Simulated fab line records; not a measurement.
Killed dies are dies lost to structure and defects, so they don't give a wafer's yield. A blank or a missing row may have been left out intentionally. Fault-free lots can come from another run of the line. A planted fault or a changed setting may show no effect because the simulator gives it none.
What tool caused it? + flow gf180mcu + 21 wafers from 7 lots sampled at 2 of the route's 602 steps

## WHAT THE GAUGES SHOWED, per wafer
GF_POLY_GATE_THK_MEAS_01.
| lot  | measured     | on           | POLY_GATE_CVD_00_THK (nm) |
|------|--------------|--------------|---------------------------|
| L215 | day 9 02:55  | filmMetro-03 | 198.7 198.1 199.8         |
| L217 | day 9 19:30  | filmMetro-03 | 194.7 194.8 196.5         |
| L221 | day 11 03:51 | filmMetro-02 | 200.5 199.5 200.5         |
| L226 | day 12 15:46 | filmMetro-03 | 198.6 198.1 197.4         |
| L228 | day 12 22:58 | filmMetro-02 | 197.5 196.9 196.7         |
| L231 | day 13 16:41 | filmMetro-03 | 195.4 196.4 197.0         |
| L235 | day 15 02:44 | filmMetro-01 | 198.8 199.0 198.9         |

## WHICH TOOL RAN EACH LOT (tool, then ch and the chambers of the sampled wafers, then the start)
| lot  | GF_POLY_GATE_CVD_00         |
|------|-----------------------------|
| L215 | lpcvd-01 ch 0, day 9 01:34  |
| L217 | lpcvd-02 ch 1, day 9 18:10  |
| L221 | lpcvd-02 ch 1, day 11 02:31 |
| L226 | lpcvd-02 ch 0, day 12 13:46 |
| L228 | lpcvd-02 ch 1, day 12 20:58 |
| L231 | lpcvd-01 ch 1, day 13 15:19 |
| L235 | lpcvd-01 ch 0, day 15 01:23 |
- GF_POLY_GATE_CVD_00: deposits poly-Si, target thk 200 nm, time 1200 s.

## THE ANSWER, worked out from the rows above alone
Rule: usual is defined by the lots themselves. Put in order of their means at a reading, lots are off if they are a third of the lots or fewer, leave a main group of 4 or more, and stand apart from it by a gap of 3 or more times the standard deviation of the main group's means; of several such gaps the widest counts. The tables above print the reading to a certain number of digits; a main group whose means all agree to those digits is not used. A lot without any number at a reading at which 4 lots or more have one is off too. Any other lot the step has rows for is counted as sound.
No lot is off at any reading shown: from this, nothing can be told.

## WHAT WAS PUT IN BY THE SIMULATOR
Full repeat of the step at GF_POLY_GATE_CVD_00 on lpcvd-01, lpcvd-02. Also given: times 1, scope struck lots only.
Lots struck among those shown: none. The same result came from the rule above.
